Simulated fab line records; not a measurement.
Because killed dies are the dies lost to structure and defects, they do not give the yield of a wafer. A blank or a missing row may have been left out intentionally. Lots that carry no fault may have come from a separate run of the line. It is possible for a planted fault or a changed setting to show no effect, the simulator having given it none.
A struck lot beside a sound one ; flow sky130 ; 22 out of 708 route steps
Sound: these wafers, L281.4, L281.5, L281.6. Wafers struck: L295.2, L295.3, L295.6. At the end, the cause is stated.
Per side, at each step with rows, come the tool, then ch with its chambers, and then its first start. Under that, the readings that differ: sound wafers ; struck wafers ; difference of the means ; sigmas: that difference in standard deviations of wafers without a fault.
alike: a reading whose means differ by less than 2 such deviations, as well as words and numbers matching on both sides. not compared: withheld readings; readings where some wafer has no value; bounds like >300 that might hide an equal value; numbers whose values overlap and for which the record gives no deviation.
A row with sigmas, a row that says differs or no value, or rows on one side alone: a step with any of these is where the two part. Non-overlapping numbers with no deviation appear without sigmas and do not part them. A reading that every wafer of one side lacks parts them only if that side has two wafers or more.

first, 1 step without rows for these wafers: SKY_POLY_GATE_OXIDATION_20 (stabilise 600 s, purge 300 s, target thk 4 nm).
SKY_POLY_GATE_THK_MEAS_21:
  sound on film_metro-02 at day 19 13:08; struck on film_metro-02 at day 24 14:25
reading;sound;struck;difference;sigmas
POLY_GATE_OXIDATION_THK (nm);4.05 4.18 4.18;3.83 3.91 3.93;-0.25;-3
SKY_POLY_GATE_CD_MEAS_22:
  sound on cd_sem-01 at day 19 13:15; struck on cd_sem-02 at day 24 14:29
  alike: cd_nm
then, 7 steps without rows for these wafers: SKY_LDD_N_DEHYDRATE_00 (time 60 s); SKY_LDD_N_HMDS_01 (prime time 60 s); SKY_LDD_N_COAT_02 (resist thk 300 nm); SKY_LDD_N_SOFTBAKE_03 (time 60 s); SKY_LDD_N_EXPOSE_04 (exposes mask NTM, target cd 840 nm); SKY_LDD_N_PEB_05; SKY_LDD_N_DEVELOP_06 (develop time 60 s).
SKY_LDD_N_OVL_MEAS_07:
  sound on overlay-02 at day 20 20:42; struck on overlay-02 at day 25 20:19
  alike: LDD_N_OVL
next, for these wafers, 1 step has no rows: SKY_LDD_N_IMPLANT_08.
SKY_LDD_N_IMPLANT_09:
  sound on implanter-04 ch 0, day 20 20:56; struck on implanter-02 ch 0, day 25 20:31
reading;sound;struck;difference;sigmas
dose_ions_cm2;7.52e+13 7.51e+13 7.493e+13;4.685e+13 4.686e+13 4.683e+13;-2.823e+13;-99 or more
faraday_current_uA;421 430 414;264 270 261;-157;-18
then, 6 steps without rows for these wafers: SKY_LDD_N_IMPLANT_10; SKY_LDD_N_IMPLANT_11; SKY_LDD_N_IMPLANT_12; SKY_LDD_N_IMPLANT_13; SKY_LDD_N_IMPLANT_14; SKY_LDD_N_IMPLANT_15.
SKY_LDD_N_STRIP_16: strips in O2/N2.
  sound on plasma_asher-03 ch 0,1, day 20 21:57; struck on plasma_asher-04 ch 0,1, day 25 21:32
reading;sound;struck;difference;sigmas
strip_time_to_endpoint_s (s);4.312 4.328 4.326;4.244 4.241 4.255;-0.075;-6
  alike: chamber_pressure_mTorr, drypump_motor_current_A, oes_product_au
  not compared: rf_hours_counter_h
SKY_LDD_N_TW_MEAS_17:
  sound on film_metro-04 at day 20 22:03; struck on film_metro-04 at day 25 21:39
  alike: LDD_N_TW
SKY_PAD_OPEN_PROBE_99:
  the record has rows for the sound wafers here (prober-01, day 48 10:21) and none for the struck ones

== WHERE THEY PART ==
Last at SKY_PAD_OPEN_PROBE_99 as far as this record goes, first at SKY_POLY_GATE_THK_MEAS_21.

WHY: the cause the simulator had injected
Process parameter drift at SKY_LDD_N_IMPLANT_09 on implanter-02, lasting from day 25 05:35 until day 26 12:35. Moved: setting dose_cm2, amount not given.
